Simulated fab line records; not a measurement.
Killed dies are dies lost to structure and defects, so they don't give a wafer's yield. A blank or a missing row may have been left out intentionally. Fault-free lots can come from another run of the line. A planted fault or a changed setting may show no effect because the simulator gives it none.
The tool behind it: which one?    flow sky130    route of 708 steps, sampled at 1 step: 7 lots, 21 wafers

## WHAT EACH GAUGE READ, for each wafer
SKY_FIELD_ISO_THK_MEAS_23.
lot   measured     on             FIELD_ISO_OXIDATION_01_THK (nm)
L728  day 2 13:55  film-metro-01  9.99 9.77 9.58
L730  day 2 22:47  film-metro-04  9.91 10.00 9.89
L732  day 3 07:53  film-metro-01  9.80 9.83 9.78
L734  day 3 19:07  film-metro-04  10.10 10.22 10.28
L736  day 4 06:19  film-metro-04  10.17 10.17 10.10
L738  day 4 21:37  film-metro-02  9.98 10.00 9.89
L749  day 7 01:18  film-metro-02  10.02 9.73 9.73

## WHAT TOOL EACH LOT RAN ON (gives the tool, then ch and the chambers of the sampled wafers, and finally the start)
No process step before these readings appears in the record.

## THE ANSWER, worked out from the rows above alone
Rule: what is usual is taken from the lots themselves. The widest of any qualifying gaps counts: lots, ordered by their means at a reading, are off when they make up no more than a third of the lots, leave a main group of 4 or more, and stand apart from it by 3 or more times the standard deviation of that group's means. A main group is skipped when, at the precision printed for the reading in the tables above, its means are all equal. Also off: a lot with no number at a reading for which 4 or more lots have one. Where the step has rows for the other lots, those lots are counted as sound.
No lot is off at any reading shown: from this, nothing can be told.

## WHAT THE SIMULATOR HAD PUT IN
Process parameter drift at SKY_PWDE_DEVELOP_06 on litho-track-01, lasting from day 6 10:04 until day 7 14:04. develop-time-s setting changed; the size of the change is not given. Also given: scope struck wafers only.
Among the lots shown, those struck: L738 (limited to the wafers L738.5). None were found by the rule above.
